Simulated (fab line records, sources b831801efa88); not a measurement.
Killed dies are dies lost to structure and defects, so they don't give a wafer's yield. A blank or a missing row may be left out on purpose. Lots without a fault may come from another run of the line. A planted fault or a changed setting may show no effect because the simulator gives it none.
One fault seen from 2 desks | flow gf180mcu | each desk has only its own numbers; what lay behind them comes last

THE METROLOGY DESK
What the gauges read, lot by lot, whatever tool the lot ran on: means of the sampled wafers that have a number. A lot is out of limits, marked OUT, if its mean lies more than 4 standard deviations from the usual mean; the brackets give that distance.
Columns: A = NWELL_RS at GF_VT_IMPLANT_RS_MEAS_47, usual 487.7 ohm/sq; B = HV_LDD_TW at GF_HV_LDD_TW_MEAS_11, usual 2391
lot  | first seen here | A                | B
L732 | day 7 13:09     | 487.6            | 2366
L734 | day 8 02:06     | 486.2            | 2363
L736 | day 8 11:37     | 488.3            | 2360
L737 | day 8 17:54     | 489.8            | 2400
L738 | day 8 21:10     | 488.8            | 2419
L739 | day 9 00:51     | 488.0            | 2393
L740 | day 9 08:40     | 487.5            | 2390
L745 | day 10 15:48    | 495.7 (+6.2) OUT | 2370
L746 | day 10 19:49    | 498.2 (+8.1) OUT | 2406
L748 | day 11 09:22    | 494.8 (+5.5) OUT | 2405
L751 | day 12 04:17    | 488.6            | 2412
L754 | day 13 00:44    | 487.6            | 2425
This desk's finding: out of limits on L745, L746, L748; first on L745, day 10 15:48 (NWELL_RS at GF_VT_IMPLANT_RS_MEAS_47). In limits: L732, L734, L736, L737, L738, L739, L740, L751, L754.

THE TOOL OWNER'S DESK: implanter-01
The tool's own readings at GF_NWELL_IMPLANT_08: means of the sampled wafers that have a number, for each lot that ran on this tool. A lot is out of limits, marked OUT, if its mean lies more than 4 standard deviations from the usual mean; the brackets give that distance.
Columns: A = beam_energy_keV at GF_NWELL_IMPLANT_08, usual 450.01; B = dose_ions_cm2 at GF_NWELL_IMPLANT_08, usual 1.5001e+13
lot  | first seen here | A      | B
L732 | day 3 06:31     | 449.99 | 1.5019e+13
L734 | day 3 18:33     | 450.01 | 1.5002e+13
L736 | day 4 04:30     | 449.90 | 1.5004e+13
L737 | day 4 15:12     | 450.02 | 1.5002e+13
L738 | day 4 17:08     | 450.16 | 1.5009e+13
L739 | day 4 22:29     | 450.05 | 1.5003e+13
L740 | day 5 06:31     | 450.05 | 1.5010e+13
L745 | day 6 06:23     | 449.90 | 1.4991e+13
L746 | day 6 11:47     | 450.00 | 1.4983e+13
L748 | day 6 22:05     | 450.01 | 1.4982e+13
This desk's finding: nothing out of limits on any of the 10 lots.

PUT TOGETHER
The metrology desk could have raised an alarm at day 10 15:48, on L745, L746, L748.
The tool owner's desk saw nothing out of limits.
The tool owner's desk has L745, L746, L748 on record, within its limits.
Of the lots named, all ran GF_NWELL_IMPLANT_08 on implanter-01.

WHAT THE SIMULATOR HAD PUT IN
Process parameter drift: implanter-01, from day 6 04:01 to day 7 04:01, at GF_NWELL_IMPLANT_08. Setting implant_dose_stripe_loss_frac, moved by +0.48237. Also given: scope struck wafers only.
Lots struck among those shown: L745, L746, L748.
Hours from the fault's start to each desk's first reading out of limits: the metrology desk, 108.
